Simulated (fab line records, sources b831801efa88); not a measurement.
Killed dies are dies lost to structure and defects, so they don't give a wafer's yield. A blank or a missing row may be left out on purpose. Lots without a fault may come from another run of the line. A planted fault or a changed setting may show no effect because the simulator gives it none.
Which tool did it? | flow gf180mcu | 7 lots, 20 wafers sampled, at 2 steps of a route of 602

WHAT THE GAUGES READ, wafer by wafer
GF_VT_IMPLANT_RS_MEAS_48: measures by four-point-probe.
lot  | measured     | on            | LVPWELL_RS (ohm/sq)
L823 | day 7 20:05  | film_metro-02 | 1199 1198 1195
L825 | day 8 13:47  | film_metro-02 | 1198 1197 1198
L828 | day 9 06:37  | film_metro-04 | 1198 1197 1195
L832 | day 10 10:57 | film_metro-02 | 1199 1192 1199
L836 | day 11 17:20 | film_metro-04 | 1194 1194 1198
L843 | day 13 12:29 | film_metro-04 | 1213 1196
L845 | day 14 00:31 | film_metro-03 | 1198 1196 1197

WHICH TOOL RAN EACH LOT (tool, then ch and the chambers of the sampled wafers, then the start)
lot  | GF_LVPWELL_IMPLANT_08
L823 | implanter-01 ch 0, day 4 01:44
L825 | implanter-02 ch 0, day 4 13:50
L828 | implanter-04 ch 0, day 5 08:40
L832 | implanter-01 ch 0, day 6 06:16
L836 | implanter-01 ch 0, day 7 08:53
L843 | implanter-01 ch 0, day 8 20:16
L845 | implanter-04 ch 0, day 9 05:37
- GF_LVPWELL_IMPLANT_08

THE ANSWER, worked out from the rows above alone
Rule: what is usual is taken from the lots themselves. Put in order of their means at a reading, lots are off if they are a third of the lots or fewer, leave a main group of 4 or more, and stand apart from it by a gap of 3 or more times the standard deviation of the main group's means; of several such gaps the widest counts. A main group whose means are all the same, to the digits that the tables above print for the reading, isn't used. A lot without any number at a reading at which 4 lots or more have one is off too. The other lots that the step has rows for count as sound.
Off: L843, at GF_VT_IMPLANT_RS_MEAS_48 (LVPWELL_RS). The main group: mean 1197 ohm/sq, standard deviation 0.74.
A tool fits if, at a process step before that reading, it ran every lot that is off, and no sound lot after the first of them. The gauges at GF_VT_IMPLANT_RS_MEAS_48 are tried like those tools. Can't be told from this: 2 tools fit, implanter-01 at GF_LVPWELL_IMPLANT_08, film_metro-04 at GF_VT_IMPLANT_RS_MEAS_48.

WHAT THE SIMULATOR HAD PUT IN
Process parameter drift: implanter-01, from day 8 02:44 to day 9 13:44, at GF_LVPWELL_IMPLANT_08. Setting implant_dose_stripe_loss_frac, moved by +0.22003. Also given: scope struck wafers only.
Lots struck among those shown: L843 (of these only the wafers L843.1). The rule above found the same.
